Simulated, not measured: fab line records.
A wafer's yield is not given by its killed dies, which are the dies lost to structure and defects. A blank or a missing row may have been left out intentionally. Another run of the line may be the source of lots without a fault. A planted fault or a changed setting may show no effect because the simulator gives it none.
Chamber matching ; flow sky130 ; rie-diel-03 running SKY_VIA3_ETCH_14: 4 sister chambers
The step etches BARC in N2/H2, stops on SiO2, time 45.9 s, target depth 60 nm. 16 wafers are shown with their chamber, then 8 later ones without.

## WAFERS PAIRED WITH THEIR CHAMBERS
wafer;chamber;throttle-valve-pct (%);oes-product-au (a.u.)
L076.1;1;13.221;0.856
L076.4;3;13.225;0.854
L076.5;1;13.232;0.855
L078.1;2;13.228;0.851
L078.5;2;13.217;0.847
L078.6;1;13.241;0.856
L081.1;1;13.215;0.851
L081.2;2;13.230;0.860
L081.5;2;13.237;0.853
L083.3;2;13.222;0.859
L083.5;1;13.220;0.860
L083.6;2;13.235;0.859
L091.3;1;13.230;0.851
L091.4;0;13.247;0.849
L091.6;1;13.217;0.850
L094.1;3;13.210;0.849

SIGNATURES, as means of the wafers listed above
reading;chamber 0;chamber 1;chamber 2;chamber 3;scatter within a chamber
throttle-valve-pct;13.24700;13.22514;13.22817;13.21750;0.00884
oes-product-au;0.84900;0.85414;0.85483;0.85150;0.0044
Rule: a wafer's distance from a chamber is the root of the sum, over the readings, of the square of ((its reading less the chamber's mean) divided by the reading's scatter). If the next closest chamber is less than 2 further off than the closest, the wafer can't be placed; otherwise it belongs to the closest. The scatter: the root of (the sum of the squares of (reading less its chamber's mean) over the shown wafers, divided by (wafers less chambers)).

## WAFERS MISSING THEIR CHAMBER
wafer;throttle-valve-pct (%);oes-product-au (a.u.)
L094.2;13.219;0.847
L094.3;13.219;0.847
L094.4;13.225;0.851
L094.5;13.228;0.854
L094.6;13.230;0.849
L096.2;13.220;0.853
L096.3;13.212;0.846
L096.6;13.230;0.849

## CHAMBER TAKEN BY EACH
wafer;from the rows above;in truth
L094.2;can't be placed: 3 or 1 or 2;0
L094.3;can't be placed: 3 or 1 or 2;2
L094.4;can't be placed: 1 or 3 or 2 or 0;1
L094.5;can't be placed: 2 or 1 or 3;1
L094.6;can't be placed: 1 or 2 or 3 or 0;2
L096.2;can't be placed: 3 or 1 or 2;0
L096.3;can't be placed: 3 or 1 or 2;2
L096.6;can't be placed: 1 or 2 or 3 or 0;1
0 of 8 placed correctly. Not placeable from these rows: 8 (in 6, the candidates include the true chamber). Wrongly placed: 0.
